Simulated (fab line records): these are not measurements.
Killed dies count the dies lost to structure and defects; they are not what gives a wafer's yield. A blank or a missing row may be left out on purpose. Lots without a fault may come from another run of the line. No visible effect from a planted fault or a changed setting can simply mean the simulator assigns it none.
Struck lot and sound lot, side by side ; flow sky130 ; 14 out of 708 route steps
Sound: wafers L775.1, L775.2, L775.3. Struck: wafers L788.1, L788.4, L788.5. The cause comes at the end.
Each step with rows lists, per side, the tool, then ch with its chambers, then its first start. Under that, the readings that differ: sound wafers ; struck wafers ; difference of the means ; sigmas: that difference in standard deviations of wafers without a fault.
alike: same words and numbers on both sides, and readings whose means sit less than 2 such deviations apart. not compared: any withheld reading, any reading some wafer has no value for, any bound like >300 that may hide the same value, and any number with overlapping values for which the record gives no deviation.
Wherever a step has rows on one side only, a row that says differs or no value, or a row with sigmas, the two part there. Numbers that have no deviation but don't overlap get no sigmas and don't part them. Lack of a reading on every wafer of one side parts them only where that side has two or more wafers.

SKY_RES_XHIGH_TW_MEAS_09:
  sound on filmMetro-04 at day 27 02:58; struck on filmMetro-04 at day 31 10:41
  alike: RES_XHIGH_TW
then, 7 steps without rows for these wafers: SKY_SD_N_DEHYDRATE_00 (time 60 s); SKY_SD_N_HMDS_01 (prime time 60 s); SKY_SD_N_COAT_02 (resist thk 1140 nm); SKY_SD_N_SOFTBAKE_03 (time 60 s); SKY_SD_N_EXPOSE_04 (exposes mask NSDM, target cd 380 nm); SKY_SD_N_PEB_05; SKY_SD_N_DEVELOP_06 (develop time 60 s).
SKY_SD_N_CD_MEAS_07: the cd target is 380 nm.
  sound on cdSem-02 at day 28 07:50; struck on cdSem-02 at day 32 13:38
  alike: cdNm
SKY_SD_N_OVL_MEAS_08:
  sound on overlay-01 at day 28 07:57; struck on overlay-02 at day 32 13:45
  alike: SD_N_OVL
then, 2 steps without rows for these wafers: SKY_SD_N_IMPLANT_09; SKY_SD_N_IMPLANT_10.
SKY_SD_N_STRIP_11: strips in O2/N2.
  sound on plasmaAsher-03 ch 0,1, day 28 08:17; struck on plasmaAsher-04 ch 0,1, day 32 14:05
  no value came back on the struck wafers for any of 5 readings (chamberPressureMTorr (mTorr), drypumpMotorCurrentA (A) and others); on the sound wafers chamberPressureMTorr (mTorr) reads 1498.3 1499.9 1501.8
reading;sound;struck;difference;sigmas
model.NOVOLAK_of_SD_N_COAT_02.thkNm (nm);0 0 0;1148 1147 1150;+1148;
  not compared: rfHoursCounterH
SKY_SD_N_TW_MEAS_12:
  sound on filmMetro-04 at day 28 08:23; struck on filmMetro-02 at day 32 14:11
  alike: SD_N_TW

== WHERE THEY PART ==
SKY_SD_N_STRIP_11 only, going by this record. Later steps at which nothing parts them and some readings are alike: SKY_SD_N_TW_MEAS_12.

WHY: what had been put in by the simulator
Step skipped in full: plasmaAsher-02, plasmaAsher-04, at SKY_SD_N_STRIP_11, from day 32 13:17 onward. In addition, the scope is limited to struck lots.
